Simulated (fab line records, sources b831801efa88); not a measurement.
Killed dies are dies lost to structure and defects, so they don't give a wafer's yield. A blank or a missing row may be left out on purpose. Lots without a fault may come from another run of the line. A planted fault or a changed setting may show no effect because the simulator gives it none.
fab line records | flow sky130 | part 2 of 2: steps 27 to 35 of 35
record lots=5 wafers=15 last_day=50
route steps=708 shown VIA1@476 METAL2@483 VIA2@507
lots that met no fault: from a run of the same line without faults
start_h: hours from the record's first day to the start of the lot's first wafer shown | wait_h: hours since the lot's step before | " the same as in the row above | L1.1+2: a row that stands for several wafers | - no value, or no start given | * or withheld: withheld | < > ~ a bound
route shown NAME@n: a module of which the file shows steps, and the number in the route of the first | usual: mean/standard deviation of fault-free wafers | same: alike in all rows | chamber/n: place in a boat | sites: the reading at each site | _std_site: their standard deviation | _edge_site: outer sites' mean less inner sites' | radius_mm: how far each site lies from the wafer's centre | mask NAME#n: copy n | behind: the tool/chamber that last shaped the wafer | hold: why the lot was held/for how many hours/how that ended | device: the transistor (n, p or np) that didn't switch | end of line: the same wafers' tests at the end of the route | a step without rows: its recipe alone | killed: dies lost to structure and defects at the first sort, not the wafer's yield | map: a wafer's dies, x killed, . not, _ none there
set.NAME: the setting as run; set.NAME@STEP: as run at that earlier step | model.NAME: the simulator's own value behind a step, which no gauge read
lots at some steps of the route; a table a step, a row a wafer
services: from which hour (start_h, from the record's first day; less than 0 if before it) a tool's chamber was out of use, for how many hours, and why
## steps
# step SKY_METAL2_METAL_ETCH_19
# recipe target_depth_a=3600 stop_on=SiO2 over_etch_frac=0.3245 time_s=78 chemistry=Cl2/BCl3 resist_sidewall_deg=88 pressure_mtorr=10 icp_w=900 bias_w=48.5 Cl2_flow_sccm=60 bcl3_flow_sccm=30
# usual drypump_motor_current_A=5.9/0.43 oes_product_au=0.845/0.0063 throttle_valve_pct=22.266/0.0091
# columns lot.wafer tool chamber start_h wait_h drypump_motor_current_A oes_product_au rf_hours_counter_h throttle_valve_pct
L082.1 rie_metal-04 1 889.42 0.0 5.6 0.843 10 22.272
L082.4 " 0 " " 6.1 0.843 - 22.245
L082.5 " 0 " " 6.1 0.836 - 22.268
L087.2 rie_metal-04 0 932.87 0.0 6.1 0.846 10 22.259
L087.3 " 1 " " 5.6 0.844 - 22.259
L087.6 " 0 " " 6.1 0.844 - 22.261
L088.3 rie_metal-01 0 933.30 0.1 6.6 0.847 - 22.266
L088.4 " 1 " " 5.3 0.840 - 22.284
L088.5 " 1 " " 5.3 0.842 - 22.265
L090.2 rie_metal-04 1 950.72 0.0 5.6 0.846 13 22.264
L090.3 " 1 " " 5.6 0.848 - 22.253
L090.6 " 1 " " 5.6 0.848 - 22.273
L096.2 rie_metal-04 0 991.72 0.0 6.1 0.839 13 22.256
L096.3 " 0 " " 6.1 0.844 - 22.260
L096.5 " 1 " " 5.6 0.831 - 22.263
# step SKY_METAL2_STRIP_20
# recipe chemistry=O2/N2 power_w=1400 pressure_mtorr=1500 platen_temp_c=withheld o2_flow_sccm=3000 n2_flow_sccm=300 overash_fraction=0.5
# usual drypump_motor_current_A=5.93/0.26 o2_flow_sccm=2999/7.8 oes_product_au=0.342/0.0056 strip_time_to_endpoint_s=2.68/0.069
# columns lot.wafer tool chamber start_h wait_h drypump_motor_current_A o2_flow_sccm oes_product_au rf_hours_counter_h strip_time_to_endpoint_s
L082.1 plasma_asher-03 1 889.51 0.1 5.92 3003 0.342 104 2.68
L082.4 " 1 " " 5.94 3004 0.362 - 2.80
L082.5 " 1 " " 5.92 3005 0.350 - 2.78
L087.2 plasma_asher-03 1 932.96 0.1 5.98 3016 0.352 109 2.81
L087.3 " 0 " " 5.57 3007 0.343 - 2.68
L087.6 " 1 " " 5.98 3003 0.350 - 2.83
L088.3 plasma_asher-04 0 933.39 0.1 6.09 2986 0.337 - 2.64
L088.4 " 1 " " 6.02 3004 0.350 - 2.74
L088.5 " 1 " " 6.03 3013 0.343 - 2.72
L090.2 plasma_asher-03 1 950.81 0.1 5.97 3001 0.341 111 2.68
L090.3 " 0 " " 5.57 2997 0.344 - 2.68
L090.6 " 0 " " 5.56 3001 0.350 - 2.67
L096.2 plasma_asher-03 0 991.81 0.1 5.56 2992 0.343 115 2.73
L096.3 " 1 " " 5.99 3009 0.349 - 2.74
L096.5 " 0 " " 5.56 2993 0.335 - 2.68
# step SKY_METAL2_STRIP_21
# recipe chemistry=post_etch_residue_remover time_s=1200 temp_c=72.5
# columns lot.wafer tool chamber start_h wait_h
L082.1+4+5 wet_bench-02 2 889.61 0.1
L087.2+3+6 wet_bench-01 2 933.06 0.1
L088.3+4+5 wet_bench-01 0 933.50 0.1
L090.2+3+6 wet_bench-04 1 950.91 0.1
L096.2+3+5 wet_bench-04 3 991.91 0.1
# step SKY_METAL2_CLEAN_22
# recipe chemistry=IPA time_s=180 temp_c=25
# columns lot.wafer tool chamber start_h wait_h
L082.1+4+5 wet_bench-04 1 889.95 0.0
L087.2+3+6 wet_bench-01 0 933.43 0.0
L088.3+4+5 wet_bench-02 0 933.87 0.0
L090.2+3+6 wet_bench-01 0 951.25 0.0
L096.2+3+5 wet_bench-01 3 992.25 0.0
# step SKY_METAL2_CLEAN_23
# recipe chemistry=O3/DIW dry=n2_spin
# columns lot.wafer tool chamber start_h wait_h
L082.1+4+5 wet_bench-02 1 890.01 0.0
L087.2+3+6 wet_bench-02 0 933.50 0.0
L088.3+4+5 wet_bench-04 1 933.93 0.0
L090.2+3+6 wet_bench-04 2 951.31 0.0
L096.2+3+5 wet_bench-04 0 992.31 0.0
# step SKY_VIA2_HDPCVD_00
# recipe material=SiO2 target_thk_nm=1180 sigma_open_frac=0.3 time_s=202.3 temp_c=400 sih4_flow_sccm=60 pressure_mtorr=6
# usual pressure_mtorr=5.998/0.012
# columns lot.wafer tool chamber start_h wait_h pressure_mtorr
L082.1 hdpcvd-02 1 890.10 0.0 5.991
L082.4 " 2 " " 5.979
L082.5 " 0 " " 6.000
L087.2 hdpcvd-01 2 933.60 0.0 5.994
L087.3 " 0 " " 5.979
L087.6 " 0 " " 5.982
L088.3 hdpcvd-02 2 934.03 0.0 5.992
L088.4 " 1 " " 6.008
L088.5 " 2 " " 5.999
L090.2 hdpcvd-02 1 951.40 0.0 6.003
L090.3 " 0 " " 5.985
L090.6 " 1 " " 6.002
L096.2 hdpcvd-01 1 992.40 0.0 6.010
L096.3 " 0 " " 5.988
L096.5 " 2 " " 5.995
# step SKY_VIA2_THK_MEAS_01
# recipe reads=SiO2_of_VIA2_HDPCVD_00
# usual VIA2_HDPCVD_THK=1210/13
# columns lot.wafer tool chamber start_h wait_h VIA2_HDPCVD_THK[nm]
L082.1 film_metro-04 - 890.23 0.1 1185
L082.4 " - " " 1204
L082.5 " - " " 1205
L087.2 film_metro-02 - 933.74 0.1 1219
L087.3 " - " " 1225
L087.6 " - " " 1225
L088.3 film_metro-04 - 934.18 0.1 1223
L088.4 " - " " 1202
L088.5 " - " " 1228
L090.2 film_metro-03 - 951.54 0.1 1200
L090.3 " - " " 1198
L090.6 " - " " 1184
L096.2 film_metro-02 - 992.53 0.1 1219
L096.3 " - " " 1209
L096.5 " - " " 1213
# step SKY_VIA2_CMP_02
# recipe material=SiO2 down_force_psi=4 platen_rpm=60 pad_velocity_m_s=0.94248
# usual motor_current_A=12.1/1.5 slurry_filter_dp_kPa=13.49/0.14
# columns lot.wafer tool chamber start_h wait_h motor_current_A slurry_filter_dp_kPa
L082.4 cmp-02 0 890.39 0.1 9.7 13.50
L082.1 " 1 " " 10.4 13.64
L082.5 " 2 " " 10.4 13.31
L087.2 cmp-01 3 933.84 0.1 12.9 13.44
L087.3 " 0 " " 13.5 13.47
L087.6 " 3 " " 12.9 13.43
L088.3 cmp-02 3 934.32 0.1 12.1 13.51
L088.4 " 0 " " 9.7 13.34
L088.5 " 2 " " 10.2 13.74
L090.3 cmp-01 2 951.59 0.0 13.5 13.38
L090.2 " 1 " " 13.2 13.43
L090.6 " 3 " " 13.6 13.48
L096.3 cmp-02 3 992.63 0.1 12.6 13.49
L096.2 " 1 " " 10.6 13.59
L096.5 " 2 " " 10.4 13.41
# step SKY_VIA2_BOW_MEAS_03
# recipe mode=bow
# usual VIA2_BOW=86/7.5
# columns lot.wafer tool chamber start_h wait_h VIA2_BOW[um]
L082.1 film_metro-02 - 890.59 0.1 88
L082.4 " - " " 90
L082.5 " - " " 71
L087.2 film_metro-03 - 934.11 0.2 77
L087.3 " - " " 80
L087.6 " - " " 93
L088.3 film_metro-03 - 934.56 0.2 93
L088.4 " - " " 91
L088.5 " - " " 89
L090.2 film_metro-04 - 951.91 0.1 90
L090.3 " - " " 87
L090.6 " - " " 80
L096.2 film_metro-04 - 992.90 0.1 83
L096.3 " - " " 82
L096.5 " - " " 80
## services
# columns tool chamber start_h hours kind
krf_scanner-02 - 848.48 0.8 pm
krf_scanner-01 - 849.25 0.8 pm
krf_scanner-01 - 850.00 1.3 pm
pvd_sputter-04 - 850.48 5.6 repair
cvd_w-02 0 853.35 9.1 repair
krf_scanner-02 - 858.10 1.0 pm
krf_scanner-02 - 864.08 1.3 pm
cmp-02 - 869.22 4.9 pm
krf_scanner-01 - 870.84 4.0 pm
rie_metal-01 - 871.29 2.8 pm
pvd_sputter-01 - 871.98 6.8 repair
pvd_sputter-02 - 900.91 10.6 repair
cvd_w-02 - 904.00 14.0 pm
cmp-02 - 912.02 4.0 pm
rie_metal-04 - 919.00 0.5 repair
rie_metal-04 0 920.10 4.3 repair
hdpcvd-02 - 925.34 1.2 repair
cmp-02 - 926.66 1.1 repair
cvd_w-01 0 940.04 9.2 repair
cmp-02 - 950.96 6.9 pm
wet_bench-04 - 955.62 0.9 repair
cmp-01 - 969.91 3.4 repair
wet_bench-03 - 973.31 1.3 repair
rie_metal-04 0 978.51 1.7 repair
